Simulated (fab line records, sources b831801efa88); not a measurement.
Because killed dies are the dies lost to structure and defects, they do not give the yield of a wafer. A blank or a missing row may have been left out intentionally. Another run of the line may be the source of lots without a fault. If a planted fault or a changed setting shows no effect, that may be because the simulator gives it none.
Problem report, 8D (eight disciplines) form, completed by code	flow sky130	the parts of the form that need people (team, actions taken, sign-off) are left out

## 1. WHAT IS WRONG
Mean of rf fwd power W at SKY_FIELD_ISO_ETCH_17: 500.4 W across 6 wafers in 2 lots; on wafers with no fault it is 596.3 W (standard deviation 2.3). That puts it -42 standard deviations away from the usual mean.
The step: etches Si in HBr/Cl2/O2, target depth 342 nm, time 97.7 s.
First observed at day 4 21:50: wafer L738.1, on rie si-01. The record holds 42 wafers of 14 lots with a number at this step. Rule for "out" (also "out of limits"): further than 4 standard deviations from the usual mean. All remaining wafers that have a number are taken as sound.

## 2. WHAT IT IS, AND WHAT IT ISN'T
question	is	is not
which readings at this step	rf fwd power W, oes product au	drypump motor current A
which lots	L738, L743	L726, L728, L730, L732, L733, L734, L735, L736, L737, L742, L746, L748
which wafers of those lots	all that have a number	-
read on which tools	rie si-01	rie si-02
when	from day 4 21:50	up to then (27 sound wafers); but 9 sound wafers of L742, L746, L748 came after

## 3. WHAT RULES OUT EACH SUSPECT
Counting: a tool at any process step up to the reading remains a suspect when it ran all the lots that are out and ran no sound lot after the first of those.
- rie si-01 at SKY_FIELD_ISO_ETCH_17 (etches Si in HBr/Cl2/O2, target depth 342 nm, time 97.7 s): kept. It ran every lot that is out, first L738 (day 4 21:50), and no sound lot after that; its last sound lot up to then is L737 (day 4 14:56). Out on those wafers are its own readings of oes product au, rf fwd power W.
After counting, what remains is rie si-01 at SKY_FIELD_ISO_ETCH_17.

## 4. THE CAUSE (what the simulator had put in)
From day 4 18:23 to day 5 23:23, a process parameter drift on rie si-01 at SKY_FIELD_ISO_ETCH_17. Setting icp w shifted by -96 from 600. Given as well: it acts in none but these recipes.
The count eliminated every tool but this one.

## 5. THE CHAIN OF EFFECTS, in route order
Each row: a reading where the mean over the struck wafers with a number is more than 3 standard deviations away from the usual. Scope: only readings with a usual standard deviation given in the record; hours: median across lots of the time from each lot's start at the first step in this table that gives one to its start at this step; sigmas: change in usual standard deviations.
hours	step	reading	usual	on struck wafers	change	sigmas
0	SKY_FIELD_ISO_ETCH_17	oes product au	0.999 a.u.	0.948	-0.051	-6.0
0	SKY_FIELD_ISO_ETCH_17	rf fwd power W	596.3 W	500.4	-95.9	-42
0	SKY_FIELD_ISO_ETCH_17	throttle valve pct	25.656 %	25.688	+0.032	+3.4
Its process steps:
- SKY_FIELD_ISO_ETCH_17: etches Si in HBr/Cl2/O2, target depth 342 nm, time 97.7 s.
Later steps that measure or inspect, where all struck wafers having a row at the step show a number for every such reading and not one has moved that far: SKY_NWELL_TW_MEAS_26, SKY_VT_ADJUST_LVTN_OVL_MEAS_07, SKY_VT_ADJUST_PCH_OVL_MEAS_07.

## 6. HOW IT WOULD HAVE BEEN CAUGHT EARLIER
First out-of-limits reading in this record: day 4 21:50, which is 3 hours after fault onset at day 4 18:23.
